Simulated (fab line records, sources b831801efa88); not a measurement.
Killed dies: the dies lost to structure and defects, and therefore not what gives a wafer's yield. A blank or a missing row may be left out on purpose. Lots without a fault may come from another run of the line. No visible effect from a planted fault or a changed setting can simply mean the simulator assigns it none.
A single fault, viewed from 2 desks -- flow sky130 -- each desk holds nothing but its own numbers, with what lay behind them at the end

== AT THE METROLOGY DESK ==
Means of the sampled wafers that have a number, per lot and without regard to the tool the lot ran on: this is what the gauges read. Any lot whose mean is over 4 standard deviations away from the usual mean is out of limits and marked OUT; that distance is given in the brackets.
Columns: A = NWELL_2_TW at SKY_NWELL_TW_MEAS_26, usual 493; B = VT_ADJUST_LVTN_TW at SKY_VT_ADJUST_LVTN_TW_MEAS_10, usual 241.0; C = VT_ADJUST_HVTR_TW at SKY_VT_ADJUST_HVTR_TW_MEAS_11, usual 210.4
lot,first seen here,A,B,C
L612,day 5 07:13,487,241.8,210.7
L613,day 5 13:34,493,236.5,210.5
L615,day 6 00:20,494,242.0,210.2
L616,day 6 07:52,490,242.3,210.7
L617,day 6 10:43,497,239.4,211.3
L618,day 6 15:40,490,239.9,211.7
L619,day 6 23:14,499,239.8,209.1
L620,day 7 06:01,495,240.9,211.7
L628,day 9 12:01,490,243.1,199.5 (-9.1) OUT
L627,day 9 13:03,495,241.7,201.2 (-7.7) OUT
L634,day 10 21:07,493,242.5,208.7
L635,day 11 03:35,499,239.8,209.6
This desk finds L627, L628 out of limits, with the earliest case on L628 at day 14 13:38 (VT_ADJUST_HVTR_TW at SKY_VT_ADJUST_HVTR_TW_MEAS_11). L612, L613, L615, L616, L617, L618, L619, L620, L634, L635 stayed within limits.

== THE TOOL OWNER'S DESK: implanter-01 ==
The tool's own readings at SKY_VT_ADJUST_HVTR_IMPLANT_09: means of the sampled wafers that have a number, for each lot that ran on this tool. Any lot whose mean is over 4 standard deviations away from the usual mean is out of limits and marked OUT; that distance is given in the brackets.
Columns: A = beam on s at SKY_VT_ADJUST_HVTR_IMPLANT_09, usual 9.99 s; B = faraday current uA at SKY_VT_ADJUST_HVTR_IMPLANT_09, usual 11.85
lot,first seen here,A,B
L613,day 9 17:47,9.99,11.85
L615,day 10 08:10,10.16,11.66
L620,day 11 20:46,9.95,11.87
L628,day 14 13:23,8.40 (-8.4) OUT,14.08 (+10) OUT
L627,day 14 14:55,8.30 (-8.9) OUT,14.32 (+11) OUT
This desk finds L627, L628 out of limits, L628 being first, at day 14 13:23 (beam on s at SKY_VT_ADJUST_HVTR_IMPLANT_09). L613, L615, L620 stayed within limits.

== ALL TOGETHER ==
The tool owner's desk had the chance to raise an alarm at day 14 13:23 on L627, L628.
L627, L628 would have let the metrology desk raise an alarm at day 14 13:38.
On implanter-01, each named lot ran SKY_VT_ADJUST_HVTR_IMPLANT_09.

== WHAT WAS PUT IN BY THE SIMULATOR ==
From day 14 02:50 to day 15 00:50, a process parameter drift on implanter-01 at SKY_VT_ADJUST_HVTR_IMPLANT_09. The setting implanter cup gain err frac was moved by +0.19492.
Lots struck among those shown: L627, L628.
Time in hours from fault onset to the first out-of-limits reading at each desk: tool owner's desk 11, metrology desk 11.
